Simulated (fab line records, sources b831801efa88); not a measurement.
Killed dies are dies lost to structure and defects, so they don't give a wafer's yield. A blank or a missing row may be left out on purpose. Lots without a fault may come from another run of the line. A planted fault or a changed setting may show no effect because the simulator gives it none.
Which tool did it? | flow gf180mcu | 7 lots, 21 wafers sampled, at 2 steps of a route of 602

WHAT THE GAUGES READ, wafer by wafer
GF_CONTACT_CD_MEAS_14: target cd 220 nm.
lot  | measured     | on        | cd_nm (nm)
L270 | day 16 16:52 | cd_sem-02 | - - -
L273 | day 18 00:34 | cd_sem-01 | 220.2 220.5 220.7
L280 | day 20 18:39 | cd_sem-01 | 218.6 220.4 220.2
L283 | day 21 20:10 | cd_sem-02 | 221.1 222.7 220.6
L285 | day 22 16:23 | cd_sem-01 | 218.4 218.3 217.4
L289 | day 23 18:31 | cd_sem-01 | 217.6 218.3 219.6
L291 | day 24 11:04 | cd_sem-01 | 222.0 221.6 224.0

WHICH TOOL RAN EACH LOT (tool, then ch and the chambers of the sampled wafers, then the start)
lot  | GF_CONTACT_EXPOSE_11
L270 | krf_scanner-01, day 16 06:11
L273 | krf_scanner-01 ch 0, day 17 13:07
L280 | krf_scanner-02 ch 0, day 20 06:52
L283 | krf_scanner-01 ch 0, day 21 08:32
L285 | krf_scanner-02 ch 0, day 22 04:35
L289 | krf_scanner-01 ch 0, day 23 07:20
L291 | krf_scanner-02 ch 0, day 23 23:53
- GF_CONTACT_EXPOSE_11: exposes mask Contact, target cd 220 nm.

THE ANSWER, worked out from the rows above alone
Rule: what is usual is taken from the lots themselves. Put in order of their means at a reading, lots are off if they are a third of the lots or fewer, leave a main group of 4 or more, and stand apart from it by a gap of 3 or more times the standard deviation of the main group's means; of several such gaps the widest counts. A main group whose means are all the same, to the digits that the tables above print for the reading, isn't used. A lot without any number at a reading at which 4 lots or more have one is off too. The other lots that the step has rows for count as sound.
Off: L270, at GF_CONTACT_CD_MEAS_14 (cd_nm). Without a number there: L270. The main group: mean 220.1 nm, standard deviation 1.6.
A tool fits if, at a process step before that reading, it ran every lot that is off, and no sound lot after the first of them. The gauges at GF_CONTACT_CD_MEAS_14 are tried like those tools. None of those tried fits.

WHAT THE SIMULATOR HAD PUT IN
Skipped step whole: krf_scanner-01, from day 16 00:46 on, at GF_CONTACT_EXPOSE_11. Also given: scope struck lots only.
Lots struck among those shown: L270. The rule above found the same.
